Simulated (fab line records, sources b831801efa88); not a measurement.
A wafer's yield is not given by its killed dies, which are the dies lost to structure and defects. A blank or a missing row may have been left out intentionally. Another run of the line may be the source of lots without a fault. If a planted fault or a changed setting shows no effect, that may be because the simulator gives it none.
Which of the tools did it? -- flow sky130 -- Sampling: 13 lots, 38 wafers, 4 of 708 route steps

WHAT THE GAUGES READ, wafer by wafer
No reading from a measuring or inspecting step in the record can be judged against a usual standard deviation.

WHAT TOOL EACH LOT RAN ON (gives the tool, then ch and the chambers of the sampled wafers, and finally the start)
lot,SKY_FIELD_ISO_WET_ETCH_30,SKY_LI_CONTACT_STRIP_16,SKY_METAL1_DESCUM_17,SKY_VIA1_CMP_02
L556,"wet-bench-01 ch 2, day 3 02:08","plasma-asher-03 ch 0,1, day 30 03:48","rie-metal-04 ch 0,1, day 33 17:11","cmp-02 ch 1,2,3, day 33 18:22"
L557,"wet-bench-01 ch 1, day 3 03:16","plasma-asher-04 ch 0,1, day 30 06:35","rie-metal-04 ch 0,1, day 33 19:02","cmp-01 ch 2,3, day 33 20:04"
L558,"wet-bench-02 ch 1, day 3 10:02","plasma-asher-01 ch 0,1, day 30 14:39","rie-metal-04 ch 0,1, day 34 03:58","cmp-01 ch 0,2,3, day 34 05:01"
L559,"wet-bench-02 ch 1, day 3 13:23","plasma-asher-04 ch 0,1, day 31 01:15","rie-metal-04 ch 0,1, day 34 13:47","cmp-02 ch 0,2, day 34 14:50"
L560,"wet-bench-01 ch 0, day 3 19:53","plasma-asher-01 ch 0,1, day 31 08:36","rie-metal-02 ch 0,1, day 34 20:10","cmp-02 ch 0,3, day 34 21:07"
L561,"wet-bench-03 ch 2, day 4 00:06","plasma-asher-01 ch 0,1, day 31 17:24","rie-metal-03 ch 0, day 35 05:41","cmp-01 ch 2,3, day 35 06:52"
L563,"wet-bench-02 ch 1, day 4 09:32","plasma-asher-04 ch 0,1, day 32 10:05","rie-metal-03 ch 0,1, day 35 22:32","cmp-01 ch 0,1, day 35 23:32"
L568,"wet-bench-01 ch 1, day 5 14:41","plasma-asher-04 ch 0,1, day 34 01:41","rie-metal-03 ch 1, day 37 11:57","cmp-02 ch 2,3, day 37 13:08"
L571,"wet-bench-02 ch 3, day 6 02:49","plasma-asher-04 ch 0,1, day 36 07:10","rie-metal-03 ch 0,1, day 39 16:00","cmp-01 ch 1,2,3, day 39 17:02"
L572,"wet-bench-03 ch 1, day 6 09:25","plasma-asher-04 ch 0,1, day 36 09:52","rie-metal-03 ch 0, day 39 18:12","cmp-02 ch 1,3, day 39 19:17"
L573,"wet-bench-02 ch 2, day 6 13:56","plasma-asher-03 ch 0,1, day 36 04:49","rie-metal-02 ch 0,1, day 39 12:07","cmp-02 ch 1,2, day 39 13:04"
L576,"wet-bench-02 ch 0, day 7 04:56","plasma-asher-01 ch 0,1, day 36 10:21","rie-metal-03 ch 0,1, day 39 18:56","cmp-02 ch 1,2, day 39 19:58"
L577,"wet-bench-03 ch 2, day 7 17:00","plasma-asher-01 ch 0,1, day 36 17:31","rie-metal-04 ch 0,1, day 40 01:12","cmp-01 ch 0,1,2, day 40 02:09"
- SKY_FIELD_ISO_WET_ETCH_30: etches SiO2 in dHF, target depth 25 nm, time 50 s.
- SKY_LI_CONTACT_STRIP_16: strips in O2/N2.
- SKY_METAL1_DESCUM_17: chemistry O2, time 8 s.
- SKY_VIA1_CMP_02: polishes SiO2.

AS READ BY THE TOOLS THEMSELVES (means over the sampled wafers that have a number; for cases with no such wafer, the mark the record gives instead)
SKY_FIELD_ISO_WET_ETCH_30. Usual: bath-heat-duty-pct 6.0 %, standard deviation 0.59; temp-c 25.00 C, standard deviation 0.12.
lot,tool,bath-heat-duty-pct (%),temp-c (C),flag
L556,wet-bench-01,6.4,24.96,
L557,wet-bench-01,5.5,24.80,
L558,wet-bench-02,6.9,25.08,
L559,wet-bench-02,6.1,24.92,
L560,wet-bench-01,6.6,24.93,
L561,wet-bench-03,6.3,25.09,
L563,wet-bench-02,6.2,25.11,
L568,wet-bench-01,25.9,41.92,OFF
L571,wet-bench-02,5.9,25.06,
L572,wet-bench-03,6.7,25.22,
L573,wet-bench-02,6.2,24.96,
L576,wet-bench-02,6.2,24.93,
L577,wet-bench-03,5.6,24.90,

SKY_LI_CONTACT_STRIP_16. Usual: drypump-motor-current-A 5.9 A, standard deviation 0.46; oes-product-au 0.374 a.u., standard deviation 0.0045; strip-time-to-endpoint-s 3.47 s, standard deviation 0.045.
lot,tool,drypump-motor-current-A (A),oes-product-au (a.u.),strip-time-to-endpoint-s (s),flag
L556,plasma-asher-03,5.4,0.374,3.45,
L557,plasma-asher-04,5.9,0.372,3.48,
L558,plasma-asher-01,5.9,0.372,3.50,
L559,plasma-asher-04,6.0,0.373,3.42,
L560,plasma-asher-01,6.2,0.376,3.46,
L561,plasma-asher-01,6.2,0.372,3.40,
L563,plasma-asher-04,6.0,0.376,3.47,
L568,plasma-asher-04,5.9,0.370,3.50,
L571,plasma-asher-04,5.9,0.377,3.46,
L572,plasma-asher-04,5.9,0.372,3.48,
L573,plasma-asher-03,5.8,0.373,3.50,
L576,plasma-asher-01,5.8,0.370,3.47,
L577,plasma-asher-01,5.9,0.377,3.47,

SKY_METAL1_DESCUM_17. Usual: drypump-motor-current-A 5.4 A, standard deviation 0.56; oes-product-au 0.997 a.u., standard deviation 0.014; temp-c 40.00 C, standard deviation 0.12.
lot,tool,drypump-motor-current-A (A),oes-product-au (a.u.),temp-c (C),flag
L556,rie-metal-04,5.9,1.004,40.12,
L557,rie-metal-04,6.0,1.009,40.05,
L558,rie-metal-04,6.0,1.011,39.98,
L559,rie-metal-04,5.9,1.009,39.90,
L560,rie-metal-02,5.2,0.980,39.97,
L561,rie-metal-03,5.0,0.975,39.98,
L563,rie-metal-03,5.2,0.990,39.96,
L568,rie-metal-03,5.3,1.016,39.92,
L571,rie-metal-03,5.1,0.983,39.94,
L572,rie-metal-03,5.0,0.980,40.16,
L573,rie-metal-02,5.8,0.999,39.93,
L576,rie-metal-03,5.1,0.994,39.90,
L577,rie-metal-04,5.9,1.011,39.93,

SKY_VIA1_CMP_02. Usual: motor-current-A 12.4 A, standard deviation 1.1; slurry-filter-dp-kPa 13.49 kPa, standard deviation 0.13.
lot,tool,motor-current-A (A),slurry-filter-dp-kPa (kPa),flag
L556,cmp-02,11.4,13.53,
L557,cmp-01,11.7,13.55,
L558,cmp-01,12.1,13.60,
L559,cmp-02,11.7,13.31,
L560,cmp-02,12.3,13.48,
L561,cmp-01,11.6,13.38,
L563,cmp-01,14.2,13.55,
L568,cmp-02,11.7,13.45,
L571,cmp-01,12.2,13.43,
L572,cmp-02,12.3,13.42,
L573,cmp-02,11.6,13.48,
L576,cmp-02,11.6,13.49,
L577,cmp-01,13.4,13.47,

THE ANSWER, worked out from the rows above alone
Rule: a lot is off if the mean of its wafers that have a number lies more than 3 standard deviations from the usual mean. A lot without any number at a reading at which 4 lots or more have one is off too. All remaining lots with rows at the step are treated as sound. The gauges are gone through in route order, then the tools' own readings, and for those a lot's mean is taken as printed above. At the first step where some lot is off, the reading lying furthest off is the one used; lots without a number count as furthest.
Off: L568 (SKY_FIELD_ISO_WET_ETCH_30, temp-c).
A tool fits if, at that step or a process step before it, it ran every lot that is off, and no sound lot after the first of them. One candidate fits, namely wet-bench-01 at SKY_FIELD_ISO_WET_ETCH_30. A fault onset in the window from L560 (day 3 19:53, its last sound lot) to L568 (day 5 14:41, its first lot off) fits.
The tool's own readings at SKY_FIELD_ISO_WET_ETCH_30 bear it out: on the lots that are off they differ by more than 5 times the standard deviation of the sound lots' means. bath-heat-duty-pct reads 25.9 % there against 6.2 % on the sound lots; temp-c reads 41.92 C there against 25.00 C on the sound lots.

WHAT WAS PUT IN BY THE SIMULATOR
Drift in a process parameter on wet-bench-01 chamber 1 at SKY_FIELD_ISO_WET_ETCH_30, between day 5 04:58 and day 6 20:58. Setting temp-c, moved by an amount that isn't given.
Lots struck among those shown: L568. Same finding as the rule above.
